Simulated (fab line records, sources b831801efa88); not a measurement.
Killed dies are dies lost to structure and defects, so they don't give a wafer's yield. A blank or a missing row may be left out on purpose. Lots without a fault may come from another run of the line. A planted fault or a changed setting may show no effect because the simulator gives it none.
Tool commonality check | flow sky130 | 12 lots, 36 wafers sampled

WHY IT WAS OPENED
At SKY_NWELL_THK_MEAS_02 the reading NWELL_OXIDATION_THK is flagged on 2 of 12 lots. Wafers without a fault read 10.04 nm, standard deviation 0.21.
Rule: a lot is flagged when every wafer of it that has a number lies more than 4 standard deviations from that mean, or none has a number. The other lots count as sound.

lot  | measured    | on            | NWELL_OXIDATION_THK (nm), wafer by wafer | flag
L451 | day 2 09:47 | film_metro-01 | 9.98 10.03 10.02                         |
L452 | day 2 20:24 | film_metro-01 | 9.82 9.87 9.75                           |
L453 | day 2 22:32 | film_metro-04 | 9.88 10.04 10.15                         |
L456 | day 3 20:02 | film_metro-03 | 10.22 10.28 9.95                         |
L458 | day 4 04:23 | film_metro-03 | 10.25 10.02 9.97                         |
L459 | day 4 08:28 | film_metro-03 | 10.08 10.11 10.24                        |
L462 | day 5 00:44 | film_metro-04 | 9.94 9.93 9.95                           |
L464 | day 5 08:41 | film_metro-01 | 10.02 10.07 10.14                        |
L465 | day 5 12:08 | film_metro-01 | 8.07 7.99 8.22                           | FLAGGED
L466 | day 5 19:22 | film_metro-04 | 8.28 8.37 8.25                           | FLAGGED
L469 | day 6 10:59 | film_metro-04 | 10.08 10.11 10.06                        |
L473 | day 7 06:44 | film_metro-04 | 9.91 9.70 9.80                           |
The numbers of the flagged lots are 8.20 nm on average: -1.84 nm against the usual, or -9 standard deviations.

WHICH TOOL RAN EACH LOT
The record holds 1 process step before the reading, out of a route of 708 steps. In each cell: the tool, then ch and the chambers that the sampled wafers went through, then the start.
lot  | flag    | SKY_NWELL_OXIDATION_01
L451 |         | furnace-01 ch 0, day 2 08:22
L452 |         | furnace-01 ch 0, day 2 18:59
L453 |         | furnace-02 ch 0, day 2 21:08
L456 |         | furnace-02 ch 0, day 3 18:38
L458 |         | furnace-02 ch 0, day 4 03:00
L459 |         | furnace-02 ch 0, day 4 07:04
L462 |         | furnace-02 ch 0, day 4 23:20
L464 |         | furnace-01 ch 0, day 5 07:17
L465 | FLAGGED | furnace-01 ch 0, day 5 10:45
L466 | FLAGGED | furnace-01 ch 0, day 5 17:58
L469 |         | furnace-02 ch 0, day 6 09:35
L473 |         | furnace-02 ch 0, day 7 05:21
What these steps do:
- SKY_NWELL_OXIDATION_01: stabilise 600 s, purge 300 s, target thk 10 nm.
- SKY_NWELL_THK_MEAS_02

FLAGGED OVER TOTAL, TOOL BY TOOL (the gauges that took the reading come last)
step                   | tool          | lots run | flagged | share of the flagged lots | sound lots run after its first flagged lot
SKY_NWELL_OXIDATION_01 | furnace-01    | 5        | 2       | all                       | 0
SKY_NWELL_OXIDATION_01 | furnace-02    | 7        | 0       | none                      | -
SKY_NWELL_THK_MEAS_02  | film_metro-01 | 4        | 1       | some                      | 0
SKY_NWELL_THK_MEAS_02  | film_metro-03 | 3        | 0       | none                      | -
SKY_NWELL_THK_MEAS_02  | film_metro-04 | 5        | 1       | some                      | 2 (L469,L473)

WHAT THE TABLE ALLOWS
1 row of the table ran every flagged lot: furnace-01 at SKY_NWELL_OXIDATION_01.
- furnace-01 at SKY_NWELL_OXIDATION_01: 2 of its 5 lots flagged. Its last sound lot is L464 (day 5 07:17), its first flagged lot L465 (day 5 10:45): a fault that began between those two fits. Its own readings lie more than 4 standard deviations out on every wafer of the flagged lots: spike_tc_bottom_C, spike_tc_centre_C, spike_tc_lower_C, spike_tc_top_C, spike_tc_upper_C, tube_center_temp_C, tube_center_temp_C_max.
One tool is left: furnace-01 at SKY_NWELL_OXIDATION_01.

WHAT THE SIMULATOR HAD PUT IN
Process parameter drift: furnace-01, from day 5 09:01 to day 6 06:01, at SKY_NWELL_OXIDATION_01. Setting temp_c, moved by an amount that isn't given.
Lots struck among those shown: L465, L466. The rule above found the same.
